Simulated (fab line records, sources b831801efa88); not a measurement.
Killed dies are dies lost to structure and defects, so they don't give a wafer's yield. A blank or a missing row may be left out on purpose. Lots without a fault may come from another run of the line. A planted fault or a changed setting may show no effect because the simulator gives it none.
fab line records | flow sky130
record lots=6 wafers=18 last_day=50
route steps=708 shown CAPM@546 METAL3@555 PAD_OPEN@708
lots that met no fault: from a run of the same line without faults
start_h: hours from the record's first day to the start of the lot's first wafer shown | wait_h: hours since the lot's step before | " the same as in the row above | L1.1+2: a row that stands for several wafers | - no value, or no start given | * or withheld: withheld | < > ~ a bound
route shown NAME@n: a module of which the file shows steps, and the number in the route of the first | usual: mean/standard deviation of fault-free wafers | same: alike in all rows | chamber/n: place in a boat | sites: the reading at each site | _std_site: their standard deviation | _edge_site: outer sites' mean less inner sites' | radius_mm: how far each site lies from the wafer's centre | mask NAME#n: copy n | behind: the tool/chamber that last shaped the wafer | hold: why the lot was held/for how many hours/how that ended | device: the transistor (n, p or np) that didn't switch | end of line: the same wafers' tests at the end of the route | a step without rows: its recipe alone | killed: dies lost to structure and defects at the first sort, not the wafer's yield | map: a wafer's dies, x killed, . not, _ none there
set.NAME: the setting as run; set.NAME@STEP: as run at that earlier step | model.NAME: the simulator's own value behind a step, which no gauge read
lots at some steps of the route; a table a step, a row a wafer
services: from which hour (start_h, from the record's first day; less than 0 if before it) a tool's chamber was out of use, for how many hours, and why
## steps
# step SKY_CAPM_EXPOSE_09
# recipe mask_id=CAPM na=0.6 source_shape=conventional sigma_outer=0.6 polarization=unpolarized target_cd_nm=1000 dose_mj=159
# step SKY_CAPM_PEB_10
# recipe temp_c=withheld time_s=* resist=NOVOLAK
# step SKY_CAPM_DEVELOP_11
# recipe resist=NOVOLAK developer=TMAH develop_time_s=60 dev_temp_c=23
# step SKY_CAPM_OVL_MEAS_12
# usual CAPM_OVL=0.1/1.5
# columns lot.wafer tool chamber start_h wait_h CAPM_OVL[nm]
L503.1 overlay-02 - 886.34 0.1 0.8
L503.3 " - " " 0.7
L503.6 " - " " 1.5
L512.2 overlay-02 - 957.63 0.1 3.0
L512.4 " - " " 1.1
L512.6 " - " " 0.2
L513.1 overlay-02 - 970.29 0.1 0.2
L513.5 " - " " 1.6
L513.6 " - " " 2.3
L514.2 overlay-02 - 973.16 0.1 1.7
L514.4 " - " " 2.6
L514.6 " - " " 2.0
L520.1 overlay-01 - 1004.30 0.1 -1.4
L520.2 " - " " -0.8
L520.5 " - " " -1.6
L524.3 overlay-02 - 1025.44 0.1 -0.1
L524.5 " - " " -0.7
L524.6 " - " " -2.2
# step SKY_CAPM_METAL_ETCH_13
# recipe target_depth_nm=220 stop_on=SiO2 chemistry=Cl2/BCl3 target=TiN pressure_mtorr=10 icp_w=900 bias_w=48.5 Cl2_flow_sccm=60 bcl3_flow_sccm=30 time_s=62.9
# usual drypump_motor_current_A=6.0/0.61 oes_product_au=0.942/0.0068 throttle_valve_pct=21.901/0.01
# columns lot.wafer tool chamber start_h wait_h drypump_motor_current_A oes_product_au rf_hours_counter_h throttle_valve_pct
L503.1 rie_metal-02 0 886.38 0.0 6.0 0.933 15 21.910
L503.3 " 0 " " 6.0 0.943 - 21.876
L503.6 " 0 " " 6.0 0.936 - 21.907
L512.2 rie_metal-04 1 957.66 0.0 6.8 0.951 12 21.902
L512.4 " 1 " " 6.7 0.950 - 21.897
L512.6 " 1 " " 6.8 0.947 - 21.893
L513.1 rie_metal-01 0 970.33 0.0 4.9 0.942 14 21.905
L513.5 " 1 " " 5.7 0.941 - 21.887
L513.6 " 0 " " 4.9 0.940 - 21.889
L514.2 rie_metal-01 1 973.19 0.0 5.8 0.941 13 21.919
L514.4 " 1 " " 5.8 0.944 - 21.899
L514.6 " 0 " " 4.9 0.946 - 21.913
L520.1 rie_metal-02 1 1004.34 0.0 6.4 0.939 6 21.892
L520.2 " 0 " " 6.0 0.939 4 21.902
L520.5 " 0 " " 6.0 0.941 - 21.901
L524.3 rie_metal-04 1 1025.49 0.0 6.7 0.940 - 21.884
L524.5 " 1 " " 6.7 0.941 - 21.877
L524.6 " 0 " " 6.1 0.945 - 21.913
# step SKY_CAPM_STRIP_14
# recipe chemistry=O2/N2 power_w=1400 pressure_mtorr=1500 platen_temp_c=withheld o2_flow_sccm=3000 n2_flow_sccm=300 overash_fraction=0.5
# usual drypump_motor_current_A=5.6/0.31 oes_product_au=0.710/0.005 strip_time_to_endpoint_s=12.67/0.043
# columns lot.wafer tool chamber start_h wait_h drypump_motor_current_A oes_product_au rf_hours_counter_h strip_time_to_endpoint_s
L503.1 plasma_asher-03 0 886.53 0.1 5.4 0.710 104 12.67
L503.3 " 1 " " 5.2 0.701 - 12.70
L503.6 " 1 " " 5.2 0.715 - 12.68
L512.2 plasma_asher-04 0 957.74 0.1 5.7 0.708 85 12.68
L512.4 " 1 " " 5.9 0.707 - 12.68
L512.6 " 0 " " 5.7 0.720 - 12.64
L513.1 plasma_asher-02 1 970.40 0.1 5.3 0.705 24 12.67
L513.5 " 0 " " 6.1 0.707 - 12.69
L513.6 " 1 " " 5.3 0.715 - 12.65
L514.2 plasma_asher-03 1 973.27 0.1 5.2 0.706 113 12.72
L514.4 " 0 " " 5.4 0.710 - 12.68
L514.6 " 0 " " 5.3 0.706 - 12.65
L520.1 plasma_asher-04 1 1004.42 0.1 5.9 0.715 89 12.60
L520.2 " 0 " " 5.7 0.712 89 12.71
L520.5 " 1 " " 5.9 0.711 - 12.70
L524.3 plasma_asher-02 0 1025.57 0.1 6.1 0.710 - 12.67
L524.5 " 0 " " 6.0 0.716 - 12.66
L524.6 " 1 " " 5.4 0.701 - 12.71
# step SKY_CAPM_STRIP_15
# recipe chemistry=post_etch_residue_remover time_s=1200 temp_c=72.5
# step SKY_CAPM_CLEAN_16
# recipe chemistry=IPA time_s=180 temp_c=25
# step SKY_CAPM_CLEAN_17
# recipe chemistry=O3/DIW dry=n2_spin
# step SKY_METAL3_DEHYDRATE_05
# recipe temp_c=200 time_s=60
# step SKY_METAL3_HMDS_06
# recipe prime_time_s=60 prime_temp_c=120
# step SKY_METAL3_COAT_07
# recipe resist=BARC temp_c=withheld time_s=withheld spin_rpm=3000 resist_thk_nm=60
# step SKY_METAL3_COAT_08
# recipe resist=KrF-thick spin_rpm=3000 resist_thk_nm=1140
# usual chill_plate_temp_C=23.03/0.13 dispense_pressure_kPa=49/3.6
# columns lot.wafer tool chamber start_h wait_h chill_plate_temp_C dispense_pressure_kPa model.KrF-thick_of_METAL3_COAT_08.thk_nm
L503.1 litho_track-02 0 899 - 23.14 45 1143
L503.3 " 0 " " 23.18 45 1141
L503.6 " 0 " " 23.01 45 1140
L512.2 litho_track-02 0 969 - 23.09 45 1143
L512.4 " 0 " " 22.99 45 1187
L512.6 " 0 " " 23.07 45 1143
L513.1 litho_track-01 0 982 - 23.16 50 1141
L513.5 " 0 " " 23.23 50 1142
L513.6 " 0 " " 23.29 50 1144
L514.2 litho_track-02 0 985 - 22.87 45 1139
L514.4 " 0 " " 22.86 45 1190
L514.6 " 0 " " 22.97 45 1145
L520.1 litho_track-03 0 1015 - 22.86 53 1143
L520.2 " 0 " " 23.12 53 1145
L520.5 " 0 " " 23.04 53 1143
L524.3 litho_track-03 0 1037 - 22.85 53 1144
L524.5 " 0 " " 22.92 53 1145
L524.6 " 0 " " 22.86 53 1142
# step SKY_METAL3_SOFTBAKE_09
# recipe temp_c=100 time_s=90 resist=KrF-thick
# step SKY_METAL3_EXPOSE_10
# recipe mask_id=MM3 na=0.68 source_shape=annular sigma_inner=0.4 sigma_outer=0.8 target_cd_nm=300 dose_mj=28
# step SKY_METAL3_PEB_11
# recipe peb_temp_c=withheld peb_time_s=withheld resist=KrF-thick
# step SKY_METAL3_DEVELOP_12
# recipe develop_time_s=60 resist=KrF-thick dev_temp_c=21
# step SKY_METAL3_CD_MEAS_13
# recipe target_cd_nm=300
# usual cd_nm=300.2/1.5
# columns lot.wafer tool chamber start_h wait_h cd_nm
L503.1 cd_sem-02 - 912.92 - 298.7
L503.3 " - " " 297.9
L503.6 " - " " 298.7
L512.2 cd_sem-01 - 981.69 - 300.1
L512.4 " - " " 301.5
L512.6 " - " " 300.2
L513.1 cd_sem-01 - 994.59 - 301.3
L513.5 " - " " 302.3
L513.6 " - " " 300.9
L514.2 cd_sem-01 - 996.77 - 301.5
L514.4 " - " " 302.5
L514.6 " - " " 300.9
L520.1 cd_sem-01 - 1027.00 - 298.7
L520.2 " - " " 298.6
L520.5 " - " " 300.3
L524.3 cd_sem-01 - 1048.16 - 301.8
L524.5 " - " " 301.8
L524.6 " - " " 300.6
# step SKY_METAL3_OVL_MEAS_14
# usual METAL3_OVL=-1/5.9
# columns lot.wafer tool chamber start_h wait_h METAL3_OVL[nm]
L503.1 overlay-01 - 913.04 0.1 1
L503.3 " - " " -3
L503.6 " - " " -4
L512.2 overlay-01 - 981.79 0.1 3
L512.4 " - " " 4
L512.6 " - " " -2
L513.1 overlay-02 - 994.71 0.1 -5
L513.5 " - " " -8
L513.6 " - " " -6
L514.2 overlay-02 - 996.88 0.1 -6
L514.4 " - " " -3
L514.6 " - " " -4
L520.1 overlay-01 - 1027.12 0.1 1
L520.2 " - " " 3
L520.5 " - " " 1
L524.3 overlay-01 - 1048.25 0.1 12
L524.5 " - " " 12
L524.6 " - " " 3
# step SKY_METAL3_DESCUM_15
# recipe chemistry=O2 source_power_w=150 bias_power_w=0 pressure_mtorr=10 temp_c=40 time_s=8
# usual drypump_motor_current_A=5.7/0.59 oes_product_au=0.998/0.0082 temp_c=39.98/0.11
# columns lot.wafer tool chamber start_h wait_h drypump_motor_current_A oes_product_au rf_hours_counter_h temp_c
L503.1 rie_metal-03 1 913.07 0.0 5.8 0.999 1 40.07
L503.3 " 1 " " 5.8 0.999 - 39.94
L503.6 " 0 " " 5.3 1.005 - 39.85
L512.2 rie_metal-01 0 981.82 0.0 4.9 1.005 14 39.89
L512.4 " 1 " " 5.7 0.994 - 39.93
L512.6 " 1 " " 5.7 0.989 - 40.02
L513.1 rie_metal-03 0 994.75 0.0 5.3 0.994 9 40.11
L513.5 " 0 " " 5.3 0.994 - 40.10
L513.6 " 0 " " 5.3 1.007 - 40.11
L514.2 rie_metal-01 1 996.91 0.0 5.7 0.993 14 40.10
L514.4 " 1 " " 5.8 0.989 - 40.13
L514.6 " 0 " " 4.9 1.007 - 39.99
L520.1 rie_metal-03 0 1027.16 0.0 5.3 1.003 12 39.87
L520.2 " 1 " " 5.8 0.985 5 39.93
L520.5 " 0 " " 5.3 1.002 - 39.95
L524.3 rie_metal-01 0 1048.28 0.0 4.8 1.012 - 40.06
L524.5 " 1 " " 5.7 0.995 - 39.93
L524.6 " 0 " " 4.8 1.015 - 39.95
# step SKY_METAL3_ETCH_16
# recipe chemistry=N2/H2 target=BARC ion_energy_ev=200 bias_w=100 pressure_mtorr=30 n2_flow_sccm=100 h2_flow_sccm=200 icp_w=500 stop_on=SiO2 time_s=88.2 target_depth_a=600
# usual drypump_motor_current_A=5.8/0.59 oes_product_au=0.625/0.0049 throttle_valve_pct=13.206/0.0099
# columns lot.wafer tool chamber start_h wait_h drypump_motor_current_A oes_product_au rf_hours_counter_h throttle_valve_pct
L503.1 rie_metal-03 1 913.10 0.0 5.8 0.629 1 13.191
L503.3 " 1 " " 5.8 0.624 - 13.201
L503.6 " 0 " " 5.3 0.618 - 13.219
L512.2 rie_metal-01 0 981.85 0.0 4.8 0.641 14 13.194
L512.4 " 1 " " 5.8 0.628 - 13.208
L512.6 " 1 " " 5.7 0.622 - 13.206
L513.1 rie_metal-03 0 994.81 0.1 5.3 0.624 9 13.210
L513.5 " 0 " " 5.3 0.629 - 13.203
L513.6 " 0 " " 5.3 0.629 - 13.213
L514.2 rie_metal-01 1 996.94 0.0 5.7 0.626 14 13.193
L514.4 " 1 " " 5.7 0.619 - 13.218
L514.6 " 0 " " 4.9 0.627 - 13.197
L520.1 rie_metal-03 0 1027.19 0.0 5.3 0.620 12 13.209
L520.2 " 1 " " 5.8 0.624 5 13.202
L520.5 " 0 " " 5.3 0.621 - 13.200
L524.3 rie_metal-01 0 1048.34 0.0 4.9 0.620 - 13.221
L524.5 " 1 " " 5.8 0.626 - 13.202
L524.6 " 0 " " 4.9 0.633 - 13.198
# step SKY_METAL3_ETCH_17
# recipe target=SiO2 stop_on=TiN chemistry=C4F8/O2/Ar source_w=1500 bias_w=1200 pressure_mtorr=40 c4f8_flow_sccm=withheld O2_flow_sccm=6 Ar_flow_sccm=300 time_s=3.9 target_depth_a=150
# usual oes_product_au=0.752/0.0069
# columns lot.wafer tool chamber start_h wait_h oes_product_au rf_hours_counter_h
L503.1 rie_diel-03 2 913.20 0.1 0.740 17
L503.3 " 1 " " 0.744 5
L503.6 " 2 " " 0.759 -
L512.2 rie_diel-02 3 981.95 0.1 0.754 10
L512.4 " 3 " " 0.750 -
L512.6 " 3 " " 0.763 -
L513.1 rie_diel-03 0 995.01 0.2 0.753 13
L513.5 " 1 " " 0.746 -
L513.6 " 2 " " 0.751 -
L514.2 rie_diel-03 2 997.04 0.1 0.753 20
L514.4 " 0 " " 0.756 -
L514.6 " 2 " " 0.755 -
L520.1 rie_diel-03 0 1027.29 0.1 0.745 15
L520.2 " 1 " " 0.737 9
L520.5 " 2 " " 0.752 -
L524.3 rie_diel-02 0 1048.40 0.0 0.740 10
L524.5 " 3 " " 0.749 -
L524.6 " 2 " " 0.756 -
# step SKY_METAL3_METAL_ETCH_18
# recipe target_depth_a=8450 stop_on=SiO2 over_etch_frac=0.3 time_s=183.1 chemistry=Cl2/BCl3 resist_sidewall_deg=88 pressure_mtorr=10 icp_w=900 bias_w=48.5 Cl2_flow_sccm=60 bcl3_flow_sccm=30
# usual drypump_motor_current_A=5.8/0.62 oes_product_au=0.868/0.0061 throttle_valve_pct=22.265/0.0082
# columns lot.wafer tool chamber start_h wait_h drypump_motor_current_A oes_product_au rf_hours_counter_h throttle_valve_pct model.KrF-thick_of_METAL3_COAT_08.thk_nm
L503.1 rie_metal-01 1 913.22 0.0 5.7 0.861 10 22.253 534.9
L503.3 " 0 " " 4.9 0.871 - 22.257 518.3
L503.6 " 1 " " 5.7 0.866 - 22.269 527.9
L512.2 rie_metal-04 1 981.98 0.0 6.7 0.868 13 22.266 537.4
L512.4 " 0 " " 6.1 0.878 - 22.270 581.4
L512.6 " 0 " " 6.1 0.869 - 22.270 538
L513.1 rie_metal-01 0 995.03 0.0 4.9 0.864 15 22.268 524
L513.5 " 0 " " 4.9 0.864 - 22.271 518.1
L513.6 " 1 " " 5.7 0.862 - 22.257 531.1
L514.2 rie_metal-04 1 997.06 0.0 6.8 0.873 14 22.264 529.1
L514.4 " 0 " " 6.1 0.873 - 22.248 584.8
L514.6 " 1 " " 6.8 0.870 - 22.274 535.1
L520.1 rie_metal-01 0 1027.31 0.0 4.9 0.868 18 22.261 528.4
L520.2 " 1 " " 5.7 0.862 16 22.258 537.8
L520.5 " 0 " " 4.9 0.866 - 22.270 526.4
L524.3 rie_metal-04 1 1048.48 0.1 6.8 0.878 - 22.264 533.2
L524.5 " 1 " " 6.8 0.876 - 22.277 532.8
L524.6 " 0 " " 6.1 0.858 - 22.259 536.1
# step SKY_METAL3_STRIP_19
# recipe chemistry=O2/N2 power_w=1400 pressure_mtorr=1500 platen_temp_c=withheld o2_flow_sccm=3000 n2_flow_sccm=300 overash_fraction=0.5
# usual drypump_motor_current_A=5.49/0.29 oes_product_au=0.503/0.0055 strip_time_to_endpoint_s=6.56/0.077
# columns lot.wafer tool chamber start_h wait_h drypump_motor_current_A oes_product_au rf_hours_counter_h strip_time_to_endpoint_s
L503.1 plasma_asher-02 1 913.40 0.1 5.33 0.504 18 6.62
L503.3 " 1 " " 5.35 0.499 - 6.47
L503.6 " 0 " " 6.04 0.500 - 6.55
L512.2 plasma_asher-02 1 982.16 0.1 5.34 0.512 25 6.65
L512.4 " 1 " " 5.36 0.530 - 7.08
L512.6 " 0 " " 6.06 0.507 - 6.64
L513.1 plasma_asher-03 1 995.20 0.1 5.21 0.495 116 6.51
L513.5 " 0 " " 5.39 0.502 - 6.45
L513.6 " 1 " " 5.18 0.499 - 6.56
L514.2 plasma_asher-03 1 997.24 0.1 5.18 0.504 116 6.55
L514.4 " 1 " " 5.20 0.527 - 7.11
L514.6 " 0 " " 5.36 0.508 - 6.61
L520.1 plasma_asher-01 0 1027.49 0.1 5.34 0.495 57 6.54
L520.2 " 1 " " 5.84 0.512 57 6.64
L520.5 " 0 " " 5.35 0.505 - 6.53
L524.3 plasma_asher-03 1 1048.63 0.1 5.19 0.503 - 6.59
L524.5 " 0 " " 5.44 0.504 - 6.60
L524.6 " 1 " " 5.19 0.500 - 6.63
# step SKY_METAL3_STRIP_20
# recipe chemistry=post_etch_residue_remover time_s=1200 temp_c=72.5
# step SKY_PAD_OPEN_PROBE_99
# usual defect_limited_yield=82.3/1.9 killed_at_M0_to_M3=44/6.9 killed_at_M4_up=3.3/2.1 killed_at_contacts=24/4.8 killed_at_front_end=15/4.4 killed_at_other=0.2/0.48 killed_dies=87/9.5 killed_open=48/6.5 killed_short=39/6.3 sort_bin_3_pad_short=0.9/0.48 sort_bin_5_function=10.5/1.5 sort_bin_6_memory=6.3/1.1 sort_n_pass=405/9.5 sort_yield_pct=82.3/1.9
# same gross_dies=492 killed_at_back_side=0 sort_bin_4_leakage[%]=0 sort_bin_8_speed[%]=0
# columns lot.wafer tool chamber start_h wait_h defect_limited_yield[%] killed_at_M0_to_M3 killed_at_M4_up killed_at_contacts killed_at_front_end killed_at_other killed_dies killed_open killed_short sort_bin_3_pad_short[%] sort_bin_5_function[%] sort_bin_6_memory[%] sort_n_pass sort_yield_pct[%]
L514.6 prober-02 - 1153.75 0.2 81.5 49 2 18 22 0 91 46 45 1.6 11.2 5.7 401 81.5
L520.1 prober-02 - 1176.52 0.1 79.7 45 6 29 18 2 100 53 44 1.6 13.0 5.7 392 79.7
L520.2 prober-02 - 1176.57 0.1 82.1 51 6 21 10 0 88 44 44 1.2 10.0 6.7 404 82.1
L520.5 prober-02 - 1176.72 0.2 82.9 37 3 22 22 0 84 46 38 1.0 9.6 6.5 408 82.9
# killed by level:class
L514.6 VIA1:geometric_particle:open=12 METAL2:geometric_particle:short=9 FIELD_ISO:geometric_particle:short=8 CONTACT:geometric_particle:open=6 METAL1:geometric_particle:short=6 FIELD_ISO:geometric_particle:open=5 CONTACT:geometric_particle:short=5 VIA3:geometric_particle:open=5
L520.1 VIA2:geometric_particle:open=13 LI_CONTACT:geometric_particle:open=8 LI_CONTACT:geometric_particle:short=7 CONTACT:geometric_particle:open=6 VIA1:geometric_particle:open=6 FIELD_ISO:geometric_particle:open=5 VIA3:geometric_particle:short=5 CONTACT:geometric_particle:short=5
L520.2 VIA2:geometric_particle:open=14 VIA1:geometric_particle:open=9 CONTACT:geometric_particle:short=7 METAL2:geometric_particle:short=7 VIA3:geometric_particle:open=6 METAL4:geometric_particle:short=6 CONTACT:geometric_particle:open=5 VIA2:geometric_particle:short=5
L520.5 VIA1:geometric_particle:open=11 CONTACT:geometric_particle:short=7 VIA2:geometric_particle:open=7 FIELD_ISO:geometric_particle:open=6 POLY_GATE:geometric_particle:short=6 LI_CONTACT:geometric_particle:open=5 CONTACT:geometric_particle:open=5 VIA3:geometric_particle:open=4
## services
# columns tool chamber start_h hours kind
rie_metal-02 1 868.71 - clean
rie_metal-02 1 868.71 21.3 scheduled_down
rie_metal-02 1 868.71 21.3 vent_cycle
rie_diel-02 1 869.04 123.3 repair
rie_metal-03 1 886.46 - clean
rie_metal-03 1 886.46 18.4 scheduled_down
rie_metal-03 1 886.46 18.4 vent_cycle
rie_metal-04 0 887.54 22.4 repair
rie_metal-01 1 891.75 7.3 repair
plasma_asher-04 - 895.76 11.9 repair
plasma_asher-01 - 913.27 14.6 pm
rie_metal-02 0 920.84 - clean
plasma_asher-02 - 930.14 2.8 repair
plasma_asher-04 - 962.06 0.3 repair
rie_diel-02 0 970.01 13.3 repair
rie_diel-03 3 986.10 3.6 repair
rie_diel-03 3 989.73 - clean
rie_diel-03 3 989.73 - consumable_replace:showerhead
rie_diel-03 3 989.73 14.4 scheduled_down
rie_diel-03 3 989.73 14.4 vent_cycle
rie_metal-03 1 993.58 17.2 repair
rie_diel-03 3 1022.17 11.0 repair
litho_track-02 - 1032.28 - consumable_replace:filter
rie_metal-01 - 1045.68 0.2 repair
## key
first_sign step=SKY_METAL3_STRIP_19 reading=strip_time_to_endpoint_s direction=up sigmas=6.9 usual=* struck=*
effect step=SKY_METAL3_STRIP_19 reading=oes_product_au direction=up sigmas=4.6 usual=0.503 struck=0.528
model_effect step=SKY_METAL3_COAT_08 value=KrF-thick_of_METAL3_COAT_08.thk_nm without=1141 struck=1188
model_effect step=SKY_METAL3_METAL_ETCH_18 value=KrF-thick_of_METAL3_COAT_08.thk_nm without=536 struck=583.1
met_at SKY_METAL3_COAT_08
struck_wafers L512.4,L514.4
onset_between 899 969
fault kind=process_parameter_drift tool=litho_track-02 chamber=- onset_h=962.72 steps=SKY_METAL3_COAT_08 channel=resist_thk_nm offset=47.007 shape=step end_h=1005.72 scope=struck_wafers_only acts_in=these_recipes_only stated=1140
